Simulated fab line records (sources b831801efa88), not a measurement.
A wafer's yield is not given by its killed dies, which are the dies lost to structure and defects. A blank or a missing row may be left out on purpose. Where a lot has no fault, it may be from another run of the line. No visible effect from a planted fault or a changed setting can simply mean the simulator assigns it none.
What tool caused it? || flow sky130 || 15 lots, 45 wafers sampled, at 3 steps of a route of 708

WHAT EACH GAUGE READ, for each wafer
SKY_FIELD_ISO_THK_MEAS_02.
{"lot": "L439", "measured": "day 1 12:17", "on": "film metro-03", "FIELD_ISO_OXIDATION_00_THK (nm)": "12.20 11.89 11.97"}
{"lot": "L440", "measured": "day 1 17:54", "on": "film metro-01", "FIELD_ISO_OXIDATION_00_THK (nm)": "12.09 12.03 11.95"}
{"lot": "L441", "measured": "day 2 00:16", "on": "film metro-02", "FIELD_ISO_OXIDATION_00_THK (nm)": "11.86 11.99 11.72"}
{"lot": "L442", "measured": "day 2 04:20", "on": "film metro-01", "FIELD_ISO_OXIDATION_00_THK (nm)": "11.90 12.09 11.97"}
{"lot": "L443", "measured": "day 2 08:40", "on": "film metro-03", "FIELD_ISO_OXIDATION_00_THK (nm)": "12.03 12.24 11.94"}
{"lot": "L444", "measured": "day 2 13:05", "on": "film metro-03", "FIELD_ISO_OXIDATION_00_THK (nm)": "12.27 12.35 12.45"}
{"lot": "L445", "measured": "day 2 18:34", "on": "film metro-01", "FIELD_ISO_OXIDATION_00_THK (nm)": "12.33 12.06 12.25"}
{"lot": "L446", "measured": "day 2 22:38", "on": "film metro-01", "FIELD_ISO_OXIDATION_00_THK (nm)": "12.14 11.95 12.08"}
{"lot": "L447", "measured": "day 3 04:17", "on": "film metro-01", "FIELD_ISO_OXIDATION_00_THK (nm)": "12.23 12.08 12.20"}
{"lot": "L448", "measured": "day 3 08:38", "on": "film metro-01", "FIELD_ISO_OXIDATION_00_THK (nm)": "12.48 12.59 12.48"}
{"lot": "L449", "measured": "day 3 14:17", "on": "film metro-03", "FIELD_ISO_OXIDATION_00_THK (nm)": "12.64 12.34 12.30"}
{"lot": "L452", "measured": "day 4 07:26", "on": "film metro-01", "FIELD_ISO_OXIDATION_00_THK (nm)": "12.09 12.01 12.11"}
{"lot": "L454", "measured": "day 4 15:37", "on": "film metro-03", "FIELD_ISO_OXIDATION_00_THK (nm)": "12.13 11.93 11.95"}
{"lot": "L453", "measured": "day 4 15:37", "on": "film metro-01", "FIELD_ISO_OXIDATION_00_THK (nm)": "12.09 12.12 12.24"}
{"lot": "L462", "measured": "day 6 07:31", "on": "film metro-01", "FIELD_ISO_OXIDATION_00_THK (nm)": "12.14 12.33 12.24"}

SKY_DNWELL_TW_MEAS_09.
{"lot": "L439", "measured": "day 3 07:36", "on": "film metro-04", "DNWELL_TW": "1121 1122 1116"}
{"lot": "L440", "measured": "day 3 11:09", "on": "film metro-04", "DNWELL_TW": "1126 1124 1121"}
{"lot": "L441", "measured": "day 3 17:44", "on": "film metro-03", "DNWELL_TW": "1109 1111 1110"}
{"lot": "L442", "measured": "day 3 21:47", "on": "film metro-04", "DNWELL_TW": "1122 1127 1121"}
{"lot": "L443", "measured": "day 4 03:57", "on": "film metro-01", "DNWELL_TW": "1112 1110 1104"}
{"lot": "L444", "measured": "day 4 09:14", "on": "film metro-03", "DNWELL_TW": "1117 1119 1118"}
{"lot": "L445", "measured": "day 4 14:18", "on": "film metro-04", "DNWELL_TW": "1124 1122 1128"}
{"lot": "L446", "measured": "day 4 22:58", "on": "film metro-04", "DNWELL_TW": "1116 1117 1113"}
{"lot": "L447", "measured": "day 5 14:34", "on": "film metro-04", "DNWELL_TW": "1119 1123 1123"}
{"lot": "L448", "measured": "day 5 14:44", "on": "film metro-03", "DNWELL_TW": "1127 1121 1128"}
{"lot": "L449", "measured": "day 5 21:11", "on": "film metro-04", "DNWELL_TW": "1118 1122 1128"}
{"lot": "L452", "measured": "day 6 02:54", "on": "film metro-03", "DNWELL_TW": "1116 1119 1118"}
{"lot": "L454", "measured": "day 6 13:31", "on": "film metro-04", "DNWELL_TW": "1119 1126 1121"}
{"lot": "L453", "measured": "day 6 13:17", "on": "film metro-01", "DNWELL_TW": "1121 1113 1114"}
{"lot": "L462", "measured": "day 8 11:00", "on": "film metro-01", "DNWELL_TW": "1110 1119 1112"}

SKY_VT_ADJUST_HVTP_TW_MEAS_11.
{"lot": "L439", "measured": "day 6 06:22", "on": "film metro-02", "VT_ADJUST_HVTP_TW": "1362 1346 1356"}
{"lot": "L440", "measured": "day 6 10:44", "on": "film metro-04", "VT_ADJUST_HVTP_TW": "1368 1365 1371"}
{"lot": "L441", "measured": "day 6 18:10", "on": "film metro-01", "VT_ADJUST_HVTP_TW": "1353 1359 1346"}
{"lot": "L442", "measured": "day 6 22:49", "on": "film metro-01", "VT_ADJUST_HVTP_TW": "1363 1354 1354"}
{"lot": "L443", "measured": "day 7 06:26", "on": "film metro-01", "VT_ADJUST_HVTP_TW": "1358 1362 1357"}
{"lot": "L444", "measured": "day 7 13:13", "on": "film metro-04", "VT_ADJUST_HVTP_TW": "1358 1370 1370"}
{"lot": "L445", "measured": "day 7 17:07", "on": "film metro-02", "VT_ADJUST_HVTP_TW": "1356 1356 1349"}
{"lot": "L446", "measured": "day 8 05:05", "on": "film metro-02", "VT_ADJUST_HVTP_TW": "1364 1357 1355"}
{"lot": "L447", "measured": "day 8 22:49", "on": "film metro-02", "VT_ADJUST_HVTP_TW": "1360 1358 1357"}
{"lot": "L448", "measured": "day 8 23:50", "on": "film metro-02", "VT_ADJUST_HVTP_TW": "1359 1354 1358"}
{"lot": "L449", "measured": "day 9 05:27", "on": "film metro-01", "VT_ADJUST_HVTP_TW": "1353 1362 1356"}
{"lot": "L452", "measured": "day 9 13:37", "on": "film metro-02", "VT_ADJUST_HVTP_TW": "1359 1358 1366"}
{"lot": "L454", "measured": "day 10 02:13", "on": "film metro-02", "VT_ADJUST_HVTP_TW": "1359 1358 1352"}
{"lot": "L453", "measured": "day 10 01:56", "on": "film metro-04", "VT_ADJUST_HVTP_TW": "1371 1363 1369"}
{"lot": "L462", "measured": "day 12 07:17", "on": "film metro-04", "VT_ADJUST_HVTP_TW": "1360 1358 1361"}

EACH LOT AND THE TOOL THAT RAN IT (in order: tool; ch and the chambers of the sampled wafers; start)
Before these readings, the record contains no process step.

WHAT THE TOOLS THEMSELVES READ (means of the sampled wafers that have a number; where no wafer has one, the mark that the record gives instead)
The record holds no such reading with a usual standard deviation.

THE ANSWER, worked out from the rows above alone
Rule: the lots themselves supply what counts as usual. Put in order of their means at a reading, lots are off if they are a third of the lots or fewer, leave a main group of 4 or more, and stand apart from it by a gap of 3 or more times the standard deviation of the main group's means; of several such gaps the widest counts. A main group is skipped when, at the precision printed for the reading in the tables above, its means are all equal. Also off: a lot with no number at a reading for which 4 or more lots have one. Any other lot the step has rows for is counted as sound. Order of review: gauges by route order, followed by the tools' own readings, for which a lot's mean as printed above is used. The first step at which some lot is off is used, and at that step the reading that is off furthest; a lot without a number counts as furthest.
Nothing can be told from this: no lot is off at any reading shown.

WHAT THE SIMULATOR HAD INSERTED
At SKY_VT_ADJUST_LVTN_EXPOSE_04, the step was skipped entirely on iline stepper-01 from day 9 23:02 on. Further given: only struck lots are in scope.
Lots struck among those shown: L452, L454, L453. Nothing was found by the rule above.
